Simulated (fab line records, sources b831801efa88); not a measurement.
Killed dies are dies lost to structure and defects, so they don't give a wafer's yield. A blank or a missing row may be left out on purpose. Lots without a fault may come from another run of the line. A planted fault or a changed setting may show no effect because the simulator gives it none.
Which tool did it? | flow sky130 | 10 lots, 30 wafers sampled, at 6 steps of a route of 708

WHAT THE GAUGES READ, wafer by wafer
SKY_POLY_GATE_THK_MEAS_04.
lot  | measured     | on            | POLY_GATE_CVD_03_THK (nm)
L641 | day 15 09:40 | film_metro-02 | 74.0 74.1 74.2
L642 | day 15 19:58 | film_metro-03 | 73.5 73.7 74.0
L643 | day 16 02:35 | film_metro-03 | 75.2 75.2 74.6
L644 | day 16 17:28 | film_metro-04 | 74.0 74.1 73.7
L645 | day 16 23:38 | film_metro-04 | 74.5 74.5 74.5
L646 | day 17 08:13 | film_metro-04 | 74.6 74.8 74.7
L648 | day 17 17:16 | film_metro-02 | 76.5 75.9 75.4
L647 | day 17 18:38 | film_metro-02 | 76.0 75.7 75.9
L649 | day 18 06:36 | film_metro-02 | 74.4 74.3 74.7
L650 | day 18 13:55 | film_metro-03 | 75.6 75.0 74.3

SKY_POLY_GATE_THK_MEAS_21.
lot  | measured     | on            | POLY_GATE_OXIDATION_THK (nm)
L641 | day 16 15:09 | film_metro-03 | 4.00 4.02 4.04
L642 | day 17 01:55 | film_metro-02 | 3.88 3.96 3.88
L643 | day 17 09:18 | film_metro-04 | 4.12 4.08 4.09
L644 | day 18 02:52 | film_metro-04 | 4.01 4.04 4.10
L645 | day 18 09:14 | film_metro-02 | 3.92 3.93 3.88
L646 | day 18 19:23 | film_metro-02 | 4.12 4.12 4.11
L648 | day 19 05:05 | film_metro-02 | 4.02 3.99 4.09
L647 | day 19 05:05 | film_metro-04 | 4.07 4.08 4.11
L649 | day 19 13:47 | film_metro-02 | 4.05 4.00 4.03
L650 | day 20 01:15 | film_metro-04 | 4.06 4.00 3.97

SKY_LDD_N_TW_MEAS_17.
lot  | measured     | on            | LDD_N_TW
L641 | day 17 21:58 | film_metro-02 | 2595 2618 2626
L642 | day 18 09:09 | film_metro-04 | 2606 2586 2608
L643 | day 18 16:10 | film_metro-04 | 2594 2598 2604
L644 | day 19 10:01 | film_metro-04 | 2607 2606 2604
L645 | day 19 16:07 | film_metro-01 | 2607 2601 2616
L646 | day 20 03:17 | film_metro-02 | 2592 2593 2590
L648 | day 20 12:25 | film_metro-02 | 2539 2550 2558
L647 | day 20 12:18 | film_metro-04 | 2563 2563 2553
L649 | day 20 21:26 | film_metro-04 | 2541 2569 2565
L650 | day 21 09:00 | film_metro-04 | 2556 2558 2558

SKY_LDD_LDN_TW_MEAS_13.
lot  | measured     | on            | LDD_LDN_TW
L641 | day 23 01:13 | film_metro-01 | 1489 1494 1494
L642 | day 23 11:58 | film_metro-04 | 1497 1496 1481
L643 | day 23 19:28 | film_metro-01 | 1487 1491 1489
L644 | day 24 12:43 | film_metro-04 | 1498 1502 1504
L645 | day 24 19:49 | film_metro-02 | 1485 1482 1482
L646 | day 25 06:17 | film_metro-02 | 1485 1484 1487
L648 | day 25 14:01 | film_metro-01 | 1477 1483 1484
L647 | day 25 13:44 | film_metro-02 | 1481 1481 1492
L649 | day 25 23:22 | film_metro-04 | 1488 1497 1497
L650 | day 26 09:47 | film_metro-04 | 1491 1499 1500

WHICH TOOL RAN EACH LOT (tool, then ch and the chambers of the sampled wafers, then the start)
lot  | SKY_LDD_N_IMPLANT_11            | SKY_LDD_N_STRIP_16
L641 | implanter-03 ch 0, day 17 21:07 | plasma_asher-01 ch 0, day 17 21:51
L642 | implanter-03 ch 0, day 18 08:18 | plasma_asher-01 ch 0,1, day 18 09:03
L643 | implanter-04 ch 0, day 18 15:19 | plasma_asher-01 ch 0,1, day 18 16:03
L644 | implanter-03 ch 0, day 19 09:10 | plasma_asher-02 ch 0,1, day 19 09:53
L645 | implanter-01 ch 0, day 19 15:18 | plasma_asher-03 ch 0,1, day 19 16:02
L646 | implanter-04 ch 0, day 20 02:27 | plasma_asher-01 ch 0,1, day 20 03:10
L648 | implanter-03 ch 0, day 20 11:34 | plasma_asher-03 ch 0,1, day 20 12:19
L647 | implanter-01 ch 0, day 20 11:28 | plasma_asher-02 ch 1, day 20 12:11
L649 | implanter-04 ch 0, day 20 20:37 | plasma_asher-02 ch 0,1, day 20 21:20
L650 | implanter-01 ch 0, day 21 08:09 | plasma_asher-02 ch 0,1, day 21 08:54
- SKY_LDD_N_IMPLANT_11
- SKY_LDD_N_STRIP_16: strips in O2/N2.

WHAT THE TOOLS THEMSELVES READ (means of the sampled wafers that have a number; where no wafer has one, the mark that the record gives instead)
SKY_LDD_N_IMPLANT_11.
lot  | tool         | beam_energy_keV
L641 | implanter-03 | 20.003
L642 | implanter-03 | 20.004
L643 | implanter-04 | 20.002
L644 | implanter-03 | 20.005
L645 | implanter-01 | 20.006
L646 | implanter-04 | 20.004
L648 | implanter-03 | 20.000
L647 | implanter-01 | 20.009
L649 | implanter-04 | 20.001
L650 | implanter-01 | 20.003

SKY_LDD_N_STRIP_16.
lot  | tool            | drypump_motor_current_A (A) | oes_product_au (a.u.) | strip_time_to_endpoint_s (s)
L641 | plasma_asher-01 | 5.5                         | 0.411                 | 4.333
L642 | plasma_asher-01 | 5.4                         | 0.401                 | 4.323
L643 | plasma_asher-01 | 5.4                         | 0.407                 | 4.335
L644 | plasma_asher-02 | 5.9                         | 0.412                 | 4.323
L645 | plasma_asher-03 | 6.2                         | 0.404                 | 4.330
L646 | plasma_asher-01 | 5.3                         | 0.406                 | 4.335
L648 | plasma_asher-03 | 6.4                         | 0.410                 | 4.228
L647 | plasma_asher-02 | 5.9                         | 0.409                 | 4.240
L649 | plasma_asher-02 | 5.9                         | 0.406                 | 4.225
L650 | plasma_asher-02 | 5.9                         | 0.411                 | 4.240

THE ANSWER, worked out from the rows above alone
Rule: what is usual is taken from the lots themselves. Put in order of their means at a reading, lots are off if they are a third of the lots or fewer, leave a main group of 4 or more, and stand apart from it by a gap of 3 or more times the standard deviation of the main group's means; of several such gaps the widest counts. A main group whose means are all the same, to the digits that the tables above print for the reading, isn't used. A lot without any number at a reading at which 4 lots or more have one is off too. The other lots that the step has rows for count as sound. The gauges are gone through in route order, then the tools' own readings, and for those a lot's mean is taken as printed above. The first step at which some lot is off is used, and at that step the reading that is off furthest; a lot without a number counts as furthest.
No lot is off at any reading shown: from this, nothing can be told.

WHAT THE SIMULATOR HAD PUT IN
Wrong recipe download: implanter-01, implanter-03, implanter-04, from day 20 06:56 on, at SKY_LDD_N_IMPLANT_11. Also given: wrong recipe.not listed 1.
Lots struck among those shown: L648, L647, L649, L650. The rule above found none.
